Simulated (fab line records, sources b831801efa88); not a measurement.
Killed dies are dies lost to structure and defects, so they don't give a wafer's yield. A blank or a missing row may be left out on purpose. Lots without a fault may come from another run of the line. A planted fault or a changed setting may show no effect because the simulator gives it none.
Problem report in the 8D (eight disciplines) form, filled by code | flow sfq_line | the parts of the form that need people (team, actions taken, sign-off) are left out

1. THE PROBLEM
bias_w at SFQ_TRILAYER_I4_VIA_BARC_OPEN_VIA_ETCH_146 reads a mean of 75.54 W on 6 wafers of 2 lots; wafers without a fault read 79.98 W with a standard deviation of 0.23. That is -19 standard deviations from the usual mean.
The step: etches BARC in O2, target depth 125 nm, time 41.7 s.
First seen on wafer L155.3, day 44 08:18, on rie_diel-02. The record holds 42 wafers of 14 lots with a number at this step. Rule for "out", or "out of limits": more than 4 standard deviations from the usual mean. The other wafers with a number count as sound.

2. WHAT IT IS AND WHAT IT IS NOT
question                    | is                     | is not
which readings at this step | bias_w                 | drypump_motor_current_A, oes_product_au
which lots                  | L155, L156             | L147, L148, L149, L150, L152, L153, L163, L164, L166, L168, L169, L170
which wafers of those lots  | all that have a number | -
read on which tools         | rie_diel-02            | rie_diel-01, rie_diel-03
when                        | from day 44 08:18      | up to then (18 sound wafers); but 18 sound wafers of L163, L164, L166, L168, L169, L170 came after

3. SUSPECTS, AND WHAT RULES EACH OUT
Counting: a tool at a process step up to the reading stays a suspect if it ran every lot that is out and no sound lot after the first of them.
- rie_diel-02 at SFQ_TRILAYER_I4_VIA_BARC_OPEN_VIA_ETCH_146 (etches BARC in O2, target depth 125 nm, time 41.7 s): ruled out as a lasting fault. Sound lots L166, L168 ran on it after its first lot that is out, L155 (day 44 08:18).
Left after counting: nothing in the record.

4. THE CAUSE (what the simulator had put in)
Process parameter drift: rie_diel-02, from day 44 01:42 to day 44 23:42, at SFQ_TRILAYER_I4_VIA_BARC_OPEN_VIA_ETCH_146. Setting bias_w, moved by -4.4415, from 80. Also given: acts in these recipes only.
Counting ruled it out, wrongly.

5. THE CHAIN OF EFFECTS, in route order
Each row: a reading whose mean over the struck wafers that have a number lies more than 3 standard deviations from the usual. Only readings for which the record gives a usual standard deviation are gone through. hours: the time from each lot's start at the first step in this table that gives one to its start at this step, as a median over the lots. sigmas: the change in usual standard deviations.
hours | step                                       | reading | usual   | on struck wafers | change | sigmas
0     | SFQ_TRILAYER_I4_VIA_BARC_OPEN_VIA_ETCH_146 | bias_w  | 79.98 W | 75.54            | -4.44  | -19
The process steps in it:
- SFQ_TRILAYER_I4_VIA_BARC_OPEN_VIA_ETCH_146: etches BARC in O2, target depth 125 nm, time 41.7 s.

6. WHAT WOULD HAVE CAUGHT IT SOONER
In this record the first reading out of limits was taken at day 44 08:18, 7 hours after the fault began at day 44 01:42.
